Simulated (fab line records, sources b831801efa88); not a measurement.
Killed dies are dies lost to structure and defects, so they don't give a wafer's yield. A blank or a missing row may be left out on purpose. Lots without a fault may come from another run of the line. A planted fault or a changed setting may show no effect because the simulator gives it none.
Chamber matching | flow gf180mcu | GF_V2_CVD_02 on pecvd-04: 3 sister chambers
The step deposits SiO2 from TEOS, target thk 850 nm, time 94.851 s. 16 wafers are shown with their chamber, then 8 later ones without.

WAFERS WITH THEIR CHAMBER
wafer  | chamber | heater_power_w (W)
L075.1 | 0       | 624
L075.2 | 1       | 591
L075.3 | 2       | 719
L075.4 | 2       | 767
L075.5 | 1       | 631
L075.6 | 0       | 659
L077.1 | 2       | 684
L077.2 | 1       | 597
L077.4 | 0       | 673
L078.2 | 0       | 651
L078.5 | 1       | 584
L078.6 | 0       | 653
L080.2 | 2       | 701
L080.5 | 2       | 760
L080.6 | 1       | 550
L083.4 | 1       | 492

SIGNATURES (means of the wafers above)
reading        | chamber 0 | chamber 1 | chamber 2 | scatter within a chamber
heater_power_w | 652.00    | 574.17    | 726.20    | 37.2
Rule: a wafer's distance from a chamber is the root of the sum, over the readings, of the square of ((its reading less the chamber's mean) divided by the reading's scatter). The wafer belongs to the nearest chamber; if the next one is less than 2 further off, it can't be placed. The scatter: the root of (the sum of the squares of (reading less its chamber's mean) over the shown wafers, divided by (wafers less chambers)).

WAFERS WITHOUT THEIR CHAMBER
wafer  | heater_power_w (W)
L083.5 | 537
L083.6 | 784
L090.1 | 564
L090.2 | 647
L090.3 | 602
L090.4 | 500
L090.5 | 699
L090.6 | 612

WHICH CHAMBER EACH WENT THROUGH
wafer  | from the rows above          | in truth
L083.5 | 1                            | 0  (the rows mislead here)
L083.6 | can't be placed: 2 or 0      | 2
L090.1 | 1                            | 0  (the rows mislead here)
L090.2 | can't be placed: 0 or 1 or 2 | 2
L090.3 | can't be placed: 1 or 0      | 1
L090.4 | 1                            | 1
L090.5 | can't be placed: 2 or 0      | 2
L090.6 | can't be placed: 1 or 0      | 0
Placed correctly: 1 of 8. Can't be placed from these rows: 5 (the true chamber is among the candidates in 5). Placed wrongly: 2.
